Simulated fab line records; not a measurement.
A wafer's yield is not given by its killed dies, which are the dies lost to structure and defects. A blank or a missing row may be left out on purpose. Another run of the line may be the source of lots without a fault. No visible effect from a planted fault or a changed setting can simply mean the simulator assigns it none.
fab line records	flow sky130
[record] lots = 5	wafers = 15	last_day = 49
route steps=708 shown METAL2@504 VIA2@507 PAD_OPEN@708
lots with no fault: from the same line, run without faults
start_h: hours from the record's first day to the start of the lot's first wafer shown	wait_h: how many hours have passed since the lot's step before this one	" identical to the entry in the row above	L1.1+2: a single row standing in for several wafers	- no value present, or no start provided	* or withheld: withheld	< > ~ a bound
route shown NAME@n: NAME is a module with steps in the file, n the number in the route of the first one	usual: average and standard deviation across the fault-free wafers	same: alike in all rows	chamber/n: place in a boat	sites: per-site readings	_std_site: the values' standard deviation	_edge_site: the outer-site mean with the inner-site mean subtracted	radius_mm: for every site, how far away it sits from the centre of the wafer	mask NAME#n: copy n	behind: tool/chamber where the wafer was last shaped	hold: what put the lot on hold/how long, in hours/how the hold closed	device: which transistor (n, p or np) failed to switch	end of line: the route-end tests of the same wafers	a step given without rows: its recipe and nothing more	killed: not the wafer's yield, but the dies lost to structure and defects at the first sort	map: the dies of a wafer, with x for killed, . for not killed, _ for no die there
set.NAME: the setting the step ran with; set.NAME@STEP: the setting that earlier step ran with	model.NAME: the simulator's own value behind a step, which no gauge read
lots at selected steps of the route; one table per step, one row per wafer
services: the hour from which a tool's chamber was out of use, counted from the record's first day as start_h (under 0 if before that day), plus the number of hours and why
[[steps]]
[step SKY_METAL2_STRIP_21]
[recipe] chemistry = post_etch_residue_remover	time_s = 1200	temp_c = 72.5
[step SKY_METAL2_CLEAN_22]
[recipe] chemistry = IPA	time_s = 180	temp_c = 25
[step SKY_METAL2_CLEAN_23]
[recipe] chemistry = O3/DIW	dry = n2_spin
[step SKY_VIA2_HDPCVD_00]
[recipe] material = SiO2	target_thk_nm = 1180	sigma_open_frac = 0.3	time_s = 196.7	temp_c = 400	sih4_flow_sccm = 60	pressure_mtorr = 6
[step SKY_VIA2_THK_MEAS_01]
[recipe] reads = SiO2_of_VIA2_HDPCVD_00
[usual] VIA2_HDPCVD_THK = 1187/16
lot.wafer	tool	chamber	start_h	wait_h	VIA2_HDPCVD_THK[nm]
L242.4	film_metro-04	-	818.15	0.0	1208
L242.5	"	-	"	"	1207
L242.6	"	-	"	"	1197
L251.1	film_metro-02	-	903.12	0.1	1210
L251.2	"	-	"	"	1195
L251.6	"	-	"	"	1191
L253.2	film_metro-03	-	910.47	0.1	1188
L253.3	"	-	"	"	1169
L253.6	"	-	"	"	1185
L257.1	film_metro-04	-	932.84	0.1	1206
L257.2	"	-	"	"	1191
L257.5	"	-	"	"	1201
L258.1	film_metro-02	-	937.46	0.1	1206
L258.5	"	-	"	"	1186
L258.6	"	-	"	"	1188
[step SKY_VIA2_CMP_02]
[recipe] material = SiO2	down_force_psi = 4	platen_rpm = 60	pad_velocity_m_s = 0.94248
[usual] motor_current_A = 12.4/1.6
lot.wafer	tool	chamber	start_h	wait_h	motor_current_A
L242.4	cmp-01	1	818.18	0.0	14.5
L242.5	"	1	"	"	15.1
L242.6	"	2	"	"	9.3
L251.1	cmp-02	1	903.28	0.1	12.2
L251.2	"	2	"	"	13.2
L251.6	"	3	"	"	12.6
L253.3	cmp-01	2	910.52	0.0	8.9
L253.2	"	0	"	"	13.3
L253.6	"	3	"	"	13.5
L257.1	cmp-02	1	932.98	0.1	11.4
L257.2	"	3	"	"	11.9
L257.5	"	0	"	"	10.9
L258.1	cmp-02	2	937.52	0.1	13.7
L258.5	"	2	"	"	14.1
L258.6	"	3	"	"	12.2
[step SKY_VIA2_BOW_MEAS_03]
[recipe] mode = bow
[usual] VIA2_BOW = 85/6.7
lot.wafer	tool	chamber	start_h	wait_h	VIA2_BOW[um]
L242.4	film_metro-04	-	818.54	0.3	87
L242.5	"	-	"	"	88
L242.6	"	-	"	"	104
L251.1	film_metro-03	-	903.48	0.1	88
L251.2	"	-	"	"	91
L251.6	"	-	"	"	86
L253.2	film_metro-04	-	910.84	0.2	79
L253.3	"	-	"	"	90
L253.6	"	-	"	"	89
L257.1	film_metro-02	-	933.23	0.2	72
L257.2	"	-	"	"	76
L257.5	"	-	"	"	70
L258.1	film_metro-03	-	937.82	0.2	82
L258.5	"	-	"	"	90
L258.6	"	-	"	"	85
[step SKY_VIA2_DEHYDRATE_04]
[recipe] temp_c = 200	time_s = 60
[step SKY_VIA2_HMDS_05]
[recipe] prime_time_s = 60	prime_temp_c = 120
[step SKY_VIA2_COAT_06]
[recipe] resist = BARC	temp_c = withheld	time_s = withheld	spin_rpm = 3000	resist_thk_nm = 60
[step SKY_VIA2_COAT_07]
[recipe] resist = KrF-thick	spin_rpm = 3000	resist_thk_nm = 450
[step SKY_VIA2_SOFTBAKE_08]
[recipe] temp_c = 100	time_s = 90	resist = KrF-thick
[step SKY_VIA2_EXPOSE_09]
[recipe] mask_id = VIM2	na = 0.8	source_shape = annular	sigma_inner = 0.55	sigma_outer = 0.85	target_cd_nm = 200	dose_mj = 38
[usual] exposure_dose_mJ_cm2 = 38.25/0.24	focus_offset_nm = 0.0/0.55	reticle_temp_C = 23.00/0.11
lot.wafer	tool	chamber	start_h	wait_h	mask	exposure_dose_mJ_cm2	focus_offset_nm	reticle_temp_C	model.VIA2.overlay_x_nm
L242.4	krf_scanner-02	0	832.17	-	VIM2#0	38.40	-0.7	22.74	0.3159
L242.5	"	0	"	"	VIM2#0	38.45	-0.1	22.98	0.3159
L242.6	"	0	"	"	VIM2#0	38.42	0.0	22.90	0.3159
L251.1	krf_scanner-02	0	916.13	-	VIM2#0	38.44	0.4	22.82	75.76
L251.2	"	0	"	"	VIM2#0	38.41	0.6	22.94	75.76
L251.6	"	0	"	"	VIM2#0	38.43	0.9	23.02	75.76
L253.2	krf_scanner-01	0	923.13	-	VIM2#0	37.90	-0.4	22.88	2.098
L253.3	"	0	"	"	VIM2#0	37.89	0.2	23.02	2.098
L253.6	"	0	"	"	VIM2#0	37.84	-0.5	22.91	2.098
L257.1	krf_scanner-01	0	945.21	-	VIM2#0	37.89	0.5	22.98	-5.321
L257.2	"	0	"	"	VIM2#0	37.92	0.5	23.06	-5.321
L257.5	"	0	"	"	VIM2#0	37.96	1.0	22.97	-5.321
L258.1	krf_scanner-01	0	949.94	-	VIM2#0	37.94	0.2	23.13	-0.06306
L258.5	"	0	"	"	VIM2#0	37.93	-0.4	23.11	-0.06306
L258.6	"	0	"	"	VIM2#0	37.98	-0.4	23.07	-0.06306
[step SKY_VIA2_PEB_10]
[recipe] peb_temp_c = withheld	peb_time_s = withheld	resist = KrF-thick
[step SKY_VIA2_DEVELOP_11]
[recipe] develop_time_s = 60	resist = KrF-thick	dev_temp_c = 21
[step SKY_VIA2_CD_MEAS_12]
[recipe] target_cd_nm = 200
[usual] cd_nm = 200.7/1.4
lot.wafer	tool	chamber	start_h	wait_h	cd_nm
L242.4	cd_sem-02	-	845.62	-	200.9
L242.5	"	-	"	"	201.6
L242.6	"	-	"	"	200.8
L251.1	cd_sem-01	-	927.86	-	199.3
L251.2	"	-	"	"	198.9
L251.6	"	-	"	"	201.3
L253.2	cd_sem-02	-	935.36	-	201.0
L253.3	"	-	"	"	201.2
L253.6	"	-	"	"	200.9
L257.1	cd_sem-01	-	957.02	-	198.8
L257.2	"	-	"	"	200.8
L257.5	"	-	"	"	200.3
L258.1	cd_sem-01	-	961.62	-	200.2
L258.5	"	-	"	"	199.9
L258.6	"	-	"	"	199.5
[step SKY_VIA2_OVL_MEAS_13]
[usual] VIA2_OVL = 4/5.1
lot.wafer	tool	chamber	start_h	wait_h	VIA2_OVL[nm]
L242.4	overlay-02	-	845.70	0.1	6
L242.5	"	-	"	"	0
L242.6	"	-	"	"	9
L251.1	overlay-01	-	927.98	0.1	81
L251.2	"	-	"	"	75
L251.6	"	-	"	"	79
L253.2	overlay-01	-	935.47	0.1	7
L253.3	"	-	"	"	4
L253.6	"	-	"	"	14
L257.1	overlay-01	-	957.14	0.1	-3
L257.2	"	-	"	"	6
L257.5	"	-	"	"	6
L258.1	overlay-01	-	961.74	0.1	4
L258.5	"	-	"	"	7
L258.6	"	-	"	"	4
[step SKY_VIA2_ETCH_14]
[recipe] chemistry = N2/H2	target = BARC	ion_energy_ev = 200	source_w = 500	bias_w = 100	pressure_mtorr = 30	n2_flow_sccm = 100	h2_flow_sccm = 200	stop_on = SiO2	time_s = 45.9	target_depth_a = 600
[usual] drypump_motor_current_A = 5.7/0.58	h2_flow_sccm = 200.0/0.58	oes_product_au = 0.855/0.0045	rf_fwd_power_W = 494.7/2.3	throttle_valve_pct = 13.225/0.0089
lot.wafer	tool	chamber	start_h	wait_h	drypump_motor_current_A	h2_flow_sccm	oes_product_au	rf_fwd_power_W	rf_hours_counter_h	throttle_valve_pct
L242.4	rie_diel-04	1	845.72	0.0	5.1	200.2	0.857	495.2	16	13.221
L242.5	"	3	"	"	5.9	199.6	0.857	498.1	-	13.212
L242.6	"	2	"	"	6.4	199.6	0.851	497.9	-	13.237
L251.1	rie_diel-02	2	928.02	0.0	6.6	199.9	0.860	493.1	5	13.224
L251.2	"	1	"	"	4.8	200.1	0.851	498.2	8	13.224
L251.6	"	0	"	"	5.2	199.1	0.857	492.3	-	13.222
L253.2	rie_diel-04	0	935.50	0.0	5.5	201.5	0.858	493.0	3	13.218
L253.3	"	2	"	"	6.5	200.1	0.855	495.5	19	13.223
L253.6	"	0	"	"	5.5	200.5	0.857	494.7	-	13.237
L257.1	rie_diel-04	0	957.17	0.0	5.5	200.5	0.853	494.0	3	13.223
L257.2	"	3	"	"	5.9	198.9	0.855	494.9	18	13.215
L257.5	"	1	"	"	5.1	200.2	0.847	496.9	-	13.224
L258.1	rie_diel-03	1	961.77	0.0	6.0	200.0	0.854	492.6	12	13.222
L258.5	"	1	"	"	6.1	200.0	0.849	496.5	-	13.217
L258.6	"	0	"	"	5.8	199.9	0.854	491.9	-	13.221
[step SKY_PAD_OPEN_PROBE_99]
[usual] defect_limited_yield = 82.7/2.1	killed_at_M0_to_M3 = 43/7.2	killed_at_M4_up = 3.2/1.8	killed_at_contacts = 23/5.6	killed_at_front_end = 15/4.6	killed_at_other = 0.3/0.71	killed_dies = 85/10	killed_open = 46/7.8	killed_short = 38/6.5	sort_bin_3_pad_short = 0.8/0.38	sort_bin_5_function = 10.2/1.5	sort_bin_6_memory = 6.3/1.2	sort_n_pass = 407/10	sort_yield_pct = 82.7/2.1
[same] gross_dies = 492	killed_at_back_side = 0	sort_bin_4_leakage[%] = 0	sort_bin_8_speed[%] = 0
lot.wafer	tool	chamber	start_h	wait_h	defect_limited_yield[%]	killed_at_M0_to_M3	killed_at_M4_up	killed_at_contacts	killed_at_front_end	killed_at_other	killed_dies	killed_open	killed_short	sort_bin_3_pad_short[%]	sort_bin_5_function[%]	sort_bin_6_memory[%]	sort_n_pass	sort_yield_pct[%]	model.etest.via2_chain.rc_ohm
L242.4	prober-01	-	1074.13	0.2	78.9	54	4	20	25	1	104	54	46	1.0	12.4	7.7	388	78.9	9.781
L242.5	prober-01	-	1074.18	0.2	81.3	39	1	31	19	2	92	60	30	0.4	11.4	6.9	400	81.3	9.983
L242.6	prober-01	-	1074.23	0.2	81.3	39	6	25	22	0	92	37	54	1.6	10.6	6.5	400	81.3	9.104
L251.1	prober-02	-	1139.19	0.1	85.4	37	4	14	16	1	72	42	27	0.4	8.5	5.7	420	85.4	11
L251.2	prober-02	-	1139.24	0.1	80.9	44	3	32	15	0	94	54	39	1.2	10.8	7.1	398	80.9	11.25
L251.6	prober-02	-	1139.44	0.2	81.7	48	4	21	17	0	90	45	45	1.6	11.6	5.1	402	81.7	11.26
L253.2	prober-02	-	1145.58	0.1	83.5	40	2	22	17	0	81	40	40	0.2	10.0	6.3	411	83.5	9.817
L253.3	prober-02	-	1145.63	0.2	82.9	41	5	19	18	1	84	36	48	1.2	9.6	6.3	408	82.9	9.335
L253.6	prober-02	-	1145.78	0.2	82.3	43	5	24	15	0	87	49	36	0.4	11.6	5.7	405	82.3	10.11
L257.1	prober-02	-	1160.15	0.1	80.3	36	2	34	25	0	97	53	43	1.2	12.0	6.5	395	80.3	10.55
L257.2	prober-02	-	1160.20	0.1	82.5	41	2	19	24	0	86	47	38	0.6	8.3	8.5	406	82.5	9.99
L257.5	prober-02	-	1160.35	0.2	85.4	36	0	23	13	0	72	41	29	0.6	7.5	6.5	420	85.4	10.35
L258.1	prober-01	-	1165.44	0.1	83.3	43	4	18	16	1	82	47	35	0.8	10.8	5.1	410	83.3	10.14
L258.5	prober-01	-	1165.64	0.2	79.9	48	6	30	14	1	99	46	53	0.8	13.6	5.7	393	79.9	10.58
L258.6	prober-01	-	1165.69	0.2	81.7	41	4	27	17	1	90	44	44	0.8	11.4	6.1	402	81.7	9.711
// killed by level:class
L242.4 VIA1:geometric_particle:open=12 METAL2:geometric_particle:short=9 VIA2:geometric_particle:open=9 FIELD_ISO:geometric_particle:short=8 VIA3:geometric_particle:open=6 FIELD_ISO:geometric_particle:open=5 LI_CONTACT:geometric_particle:open=5 VIA1:geometric_particle:short=4
L242.5 VIA1:geometric_particle:open=16 CONTACT:geometric_particle:open=11 LI_CONTACT:geometric_particle:open=10 VIA2:geometric_particle:open=6 CONTACT:geometric_particle:short=6 VIA3:geometric_particle:open=6 POLY_CUT:geometric_particle:open=4 LOCAL_INTERCONNECT:geometric_particle:short=4
L242.6 VIA2:geometric_particle:open=10 METAL1:geometric_particle:short=8 LI_CONTACT:geometric_particle:open=8 POLY_GATE:geometric_particle:short=7 FIELD_ISO:geometric_particle:short=6 LOCAL_INTERCONNECT:geometric_particle:short=6 CONTACT:geometric_particle:open=6 METAL2:geometric_particle:short=6
L251.1 VIA1:geometric_particle:open=9 FIELD_ISO:geometric_particle:open=7 LI_CONTACT:geometric_particle:open=5 VIA2:geometric_particle:open=4 CONTACT:geometric_particle:open=4 VIA1:geometric_particle:short=4 METAL2:geometric_particle:short=4 METAL3:geometric_particle:short=4
L251.2 CONTACT:geometric_particle:open=12 VIA1:geometric_particle:open=10 VIA2:geometric_particle:open=7 LI_CONTACT:geometric_particle:open=6 METAL1:geometric_particle:short=6 METAL2:geometric_particle:short=6 LOCAL_INTERCONNECT:geometric_particle:short=4 LI_CONTACT:geometric_particle:short=4
L251.6 VIA1:geometric_particle:open=11 VIA3:geometric_particle:open=8 CONTACT:geometric_particle:open=8 FIELD_ISO:geometric_particle:short=5 CONTACT:geometric_particle:short=5 METAL1:geometric_particle:short=5 METAL2:geometric_particle:short=5 LOCAL_INTERCONNECT:geometric_particle:short=4
L253.2 LI_CONTACT:geometric_particle:open=10 POLY_GATE:geometric_particle:short=7 POLY_GATE:geometric_particle:open=7 VIA1:geometric_particle:short=7 VIA1:geometric_particle:open=7 METAL2:geometric_particle:short=7 LOCAL_INTERCONNECT:geometric_particle:short=5 CONTACT:geometric_particle:open=4
L253.3 CONTACT:geometric_particle:open=9 METAL1:geometric_particle:short=8 METAL3:geometric_particle:short=6 FIELD_ISO:geometric_particle:short=5 POLY_GATE:geometric_particle:short=5 LI_CONTACT:geometric_particle:open=5 VIA1:geometric_particle:open=5 METAL2:geometric_particle:short=5
L253.6 VIA1:geometric_particle:open=10 CONTACT:geometric_particle:open=8 LI_CONTACT:geometric_particle:open=7 VIA2:geometric_particle:open=7 VIA1:geometric_particle:short=6 VIA3:geometric_particle:open=5 LI_CONTACT:geometric_particle:short=4 POLY_GATE:geometric_particle:open=3
L257.1 CONTACT:geometric_particle:open=13 VIA1:geometric_particle:open=11 FIELD_ISO:geometric_particle:open=8 CONTACT:geometric_particle:short=8 LOCAL_INTERCONNECT:geometric_particle:short=7 METAL1:geometric_particle:short=6 POLY_GATE:geometric_particle:short=5 VIA2:geometric_particle:open=5
L257.2 CONTACT:geometric_particle:open=10 METAL3:geometric_particle:short=6 VIA3:geometric_particle:open=6 FIELD_ISO:geometric_particle:open=5 POLY_GATE:geometric_particle:open=5 METAL1:geometric_particle:short=5 POLY_GATE:geometric_particle:short=4 VIA1:geometric_particle:open=4
L257.5 VIA1:geometric_particle:open=9 LI_CONTACT:geometric_particle:open=7 CONTACT:geometric_particle:open=7 VIA2:geometric_particle:open=6 VIA1:geometric_particle:short=5 FIELD_ISO:geometric_particle:short=4 LI_CONTACT:geometric_particle:short=4 METAL2:geometric_particle:short=4
L258.1 VIA1:geometric_particle:open=11 VIA3:geometric_particle:open=8 METAL1:geometric_particle:short=7 CONTACT:geometric_particle:open=6 VIA2:geometric_particle:open=6 POLY_GATE:geometric_particle:short=5 POLY_GATE:geometric_particle:open=4 METAL4:geometric_particle:short=4
L258.5 CONTACT:geometric_particle:open=12 VIA1:geometric_particle:open=11 METAL1:geometric_particle:short=8 METAL2:geometric_particle:short=7 LI_CONTACT:geometric_particle:open=6 CONTACT:geometric_particle:short=6 METAL3:geometric_particle:short=5 METAL4:geometric_particle:short=5
L258.6 CONTACT:geometric_particle:open=10 VIA1:geometric_particle:open=8 METAL2:geometric_particle:short=6 LI_CONTACT:geometric_particle:open=6 POLY_GATE:geometric_particle:open=5 VIA2:geometric_particle:short=5 VIA3:geometric_particle:open=5 LOCAL_INTERCONNECT:geometric_particle:short=4
[[services]]
tool	chamber	start_h	hours	kind
cmp-01	-	797.15	2.5	repair
rie_diel-04	0	797.78	-	clean
krf_scanner-01	-	802.88	1.0	pm
cmp-01	-	805.97	0.5	repair
rie_diel-03	0	806.83	4.2	repair
rie_diel-03	-	809.67	0.3	repair
krf_scanner-01	-	811.06	0.8	pm
rie_diel-03	0	812.43	3.7	repair
rie_diel-02	-	816.89	6.3	repair
krf_scanner-02	-	818.25	1.3	pm
rie_diel-03	0	831.37	6.7	repair
rie_diel-04	0	834.93	7.8	repair
krf_scanner-01	-	863.46	0.6	repair
cmp-01	-	866.27	0.6	repair
cmp-02	-	870.84	2.4	repair
cmp-02	-	881.19	3.1	repair
cmp-01	-	912.25	4.0	pm
krf_scanner-01	-	926.60	1.3	pm
cmp-01	-	927.50	0.7	repair
cmp-01	-	928.57	6.1	pm
krf_scanner-01	-	937.99	0.9	repair
rie_diel-02	1	940.97	7.1	repair
krf_scanner-02	-	943.88	1.0	pm
krf_scanner-02	-	946.11	0.8	pm
[[key]]
[first_sign] step = SKY_VIA2_OVL_MEAS_13	reading = VIA2_OVL	direction = up	sigmas = 15	usual = 4	struck = 78
effect none on later readings
[model_effect] step = SKY_VIA2_EXPOSE_09	value = VIA2.overlay_x_nm	without = -1.192	struck = 75.76
[model_effect] step = SKY_PAD_OPEN_PROBE_99	value = etest.via2_chain.rc_ohm	without = 10.17	struck = 11.17
met_at SKY_VIA2_EXPOSE_09
struck_wafers L251.1,L251.2,L251.6
onset_between 832.17 916.13
[fault] kind = scanner_matching_overlay	tool = krf_scanner-02	chamber = -	onset_h = 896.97	steps = SKY_VIA2_EXPOSE_09	offset = 76.951
